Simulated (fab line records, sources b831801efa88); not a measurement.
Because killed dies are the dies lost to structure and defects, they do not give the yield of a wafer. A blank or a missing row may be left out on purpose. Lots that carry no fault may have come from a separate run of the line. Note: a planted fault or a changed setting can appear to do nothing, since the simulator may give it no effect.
One fault through the eyes of 2 desks :: flow gf180mcu :: every desk sees just its own numbers, and what lay behind them comes last

THE TOOL OWNER'S DESK: rie diel-02
The tool's own readings at GF_SAB_ETCH_11 (etches SiO2 in C4F8/O2/Ar, target depth 55 nm, time 8.5 s): means of the sampled wafers that have a number, for each lot that ran on this tool. Any lot whose mean is over 4 standard deviations away from the usual mean is out of limits and marked OUT; that distance is given in the brackets.
Columns: A = oes product au at GF_SAB_ETCH_11, usual 1.000 a.u.
lot: L987
first seen here: day 14 23:35
A: 1.000

lot: L988
first seen here: day 15 04:13
A: 1.007

lot: L989
first seen here: day 15 14:28
A: 1.003

lot: L990
first seen here: day 16 00:56
A: 1.003

lot: L991
first seen here: day 16 08:05
A: 1.005

lot: L993
first seen here: day 17 04:25
A: 1.000

lot: L100
first seen here: day 20 06:31
A: 0.889 (-13) OUT

lot: L101
first seen here: day 20 09:25
A: 0.893 (-12) OUT

lot: L102
first seen here: day 20 20:34
A: 0.889 (-13) OUT
This desk's finding: out of limits on L100, L101, L102; first on L100, day 20 06:31 (oes product au at GF_SAB_ETCH_11). L987, L988, L989, L990, L991, L993 stayed within limits.

METROLOGY DESK
Means of the sampled wafers that have a number, per lot and without regard to the tool the lot ran on: this is what the gauges read. Any lot whose mean is over 4 standard deviations away from the usual mean is out of limits and marked OUT; that distance is given in the brackets.
Columns: A = HV_LDD_CVD_54_THK at GF_HV_LDD_THK_MEAS_55, usual 9.96 nm; B = NSD_TW at GF_NSD_TW_MEAS_12, usual 4212; C = NSD_RS at GF_PSD_RS_MEAS_14, usual 46.14 ohm/sq
lot: L987
first seen here: day 12 08:56
A: 10.11
B: 4179
C: 46.16

lot: L988
first seen here: day 12 13:31
A: 9.88
B: 4169
C: 46.08

lot: L989
first seen here: day 12 23:50
A: 9.94
B: 4201
C: 46.10

lot: L990
first seen here: day 13 09:05
A: 10.06
B: 4202
C: 46.09

lot: L991
first seen here: day 13 15:26
A: 9.97
B: 4219
C: 46.15

lot: L992
first seen here: day 14 00:04
A: 9.86
B: 4212
C: 46.15

lot: L993
first seen here: day 14 10:08
A: 10.03
B: 4220
C: 45.98

lot: L100
first seen here: day 17 03:54
A: 10.02
B: 4221
C: 46.20

lot: L101
first seen here: day 17 04:55
A: 10.02
B: 4200
C: 46.09

lot: L102
first seen here: day 17 17:08
A: 10.00
B: 4238
C: 46.14

lot: L105
first seen here: day 18 16:10
A: 10.01
B: 4226
C: 46.09

lot: L106
first seen here: day 19 07:44
A: 10.22
B: 4213
C: 46.20

lot: L107
first seen here: day 19 09:15
A: 10.04
B: 4243
C: 46.07

lot: L108
first seen here: day 19 22:31
A: 9.76
B: 4191
C: 46.21

lot: L109
first seen here: day 20 02:13
A: 9.97
B: 4185
C: 46.20
This desk's verdict: no lot among the 15 shows anything out of limits.

ALL TOGETHER
The tool owner's desk could have raised an alarm at day 20 06:31, on L100, L101, L102.
Nothing out of limits was seen by the metrology desk.
The metrology desk has L100, L101, L102 on record, within its limits.
On rie diel-02, each named lot ran GF_SAB_ETCH_11.

WHAT THE SIMULATOR HAD INSERTED
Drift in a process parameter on rie diel-02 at GF_SAB_ETCH_11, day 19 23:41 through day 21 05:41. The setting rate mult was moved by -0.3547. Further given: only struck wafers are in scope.
Lots struck among those shown: L100, L101, L102.
Delay in hours, fault start to first out-of-limits reading, by desk: the tool owner's desk at 7.
